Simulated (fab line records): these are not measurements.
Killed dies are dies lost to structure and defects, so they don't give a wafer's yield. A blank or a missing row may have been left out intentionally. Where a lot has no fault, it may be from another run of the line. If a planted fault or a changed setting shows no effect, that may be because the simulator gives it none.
Comparing a struck lot with a sound one / flow sky130 / 23 out of 708 route steps
Sound: these wafers, L247.2, L247.4, L247.5. Struck: wafers L259.3, L259.4, L259.6. The cause is named last.
Each step with rows lists, per side, the tool, then ch with its chambers, then its first start. Under that, the readings that differ: sound wafers / struck wafers / difference of the means / sigmas: that difference in standard deviations of wafers without a fault.
alike: readings whose means differ by less than 2 such deviations, and words and numbers that are the same on both sides. not compared: withheld readings, readings that some wafer has no value for, bounds like >300 that may hide the same value, and numbers for which the record gives no deviation and whose values overlap.
The two part at a step that has a row with sigmas, a row that says differs or no value, or rows on one side only. Non-overlapping numbers with no deviation appear without sigmas and do not part them. A reading that every wafer of one side lacks parts them only if that side has two wafers or more.

first, 8 steps without rows for these wafers: SKY_LDD_N_IMPLANT_08; SKY_LDD_N_IMPLANT_09; SKY_LDD_N_IMPLANT_10; SKY_LDD_N_IMPLANT_11; SKY_LDD_N_IMPLANT_12; SKY_LDD_N_IMPLANT_13; SKY_LDD_N_IMPLANT_14; SKY_LDD_N_IMPLANT_15.
SKY_LDD_N_STRIP_16: strips in O2/N2.
  sound on plasmaAsher-04 ch 1, day 20 22:47; struck on plasmaAsher-04 ch 0,1, day 24 17:10
  alike: drypumpMotorCurrentA, oesProductAu, stripTimeToEndpointS
  not compared: rfHoursCounterH
SKY_LDD_N_TW_MEAS_17:
  struck on filmMetro-02, day 24 17:16; sound on filmMetro-04, day 20 22:54
reading=LDD_N_TW; sound=2512 2530 2509; struck=2562 2556 2566; difference=+44; sigmas=+2
then, 2 steps without rows for these wafers: SKY_LDD_P_DEHYDRATE_00 (time 60 s); SKY_LDD_P_HMDS_01 (prime time 60 s).
SKY_LDD_P_COAT_02: resist thk 1140 nm.
  sound on lithoTrack-04 ch 0, day 21 14:28; struck on lithoTrack-04 ch 0, day 25 07:47
reading=spinSpeedRpm (rpm); sound=2998.1 2997.5 2998.3; struck=3123.6 3124.4 3125.8; difference=+126.6; sigmas=+67
reading=model.NOVOLAK_of_LDD_P_COAT_02.thkNm (nm); sound=1144 1143 1137; struck=1120 1116 1116; difference=-24; sigmas=
then, 3 steps without rows for these wafers: SKY_LDD_P_SOFTBAKE_03 (time 60 s); SKY_LDD_P_EXPOSE_04 (exposes mask PSDM, target cd 380 nm); SKY_LDD_P_PEB_05.
SKY_LDD_P_DEVELOP_06: develop time 60 s.
  sound on lithoTrack-04 ch 0, day 22 05:31; struck on lithoTrack-04 ch 0, day 25 22:23
reading=model.NOVOLAK_of_LDD_P_COAT_02.thkNm (nm); sound=1143 1142 1137; struck=1120 1116 1116; difference=-23; sigmas=
SKY_LDD_P_CD_MEAS_07: target cd 380 nm.
  struck on cdSem-02, day 25 22:32; sound on cdSem-01, day 22 05:40
  alike: cdNm
SKY_LDD_P_OVL_MEAS_08:
  struck on overlay-01, day 25 22:37; sound on overlay-02, day 22 05:46
  alike: LDD_P_OVL
next, for these wafers, 1 step has no rows: SKY_LDD_P_IMPLANT_09.
SKY_LDD_P_STRIP_10: strips in O2/N2.
  sound on plasmaAsher-01 ch 0,1, day 22 06:02; struck on plasmaAsher-02 ch 0,1, day 25 22:50
reading=stripTimeToEndpointS (s); sound=14.22 14.23 14.13; struck=13.93 13.90 13.91; difference=-0.28; sigmas=-6
  alike: drypumpMotorCurrentA, oesProductAu
  not compared: rfHoursCounterH
SKY_LDD_P_TW_MEAS_11:
  struck on filmMetro-02, day 25 22:55; sound on filmMetro-02, day 22 06:09
  alike: LDD_P_TW
next, for these wafers, 1 step has no rows: SKY_PAD_OPEN_PROBE_99.

== WHERE THEY PART ==
Earliest at SKY_LDD_N_TW_MEAS_17; latest, in this record, at SKY_LDD_P_STRIP_10. Later steps at which nothing parts them and some readings are alike: SKY_LDD_P_TW_MEAS_11.

WHY: the cause the simulator had injected
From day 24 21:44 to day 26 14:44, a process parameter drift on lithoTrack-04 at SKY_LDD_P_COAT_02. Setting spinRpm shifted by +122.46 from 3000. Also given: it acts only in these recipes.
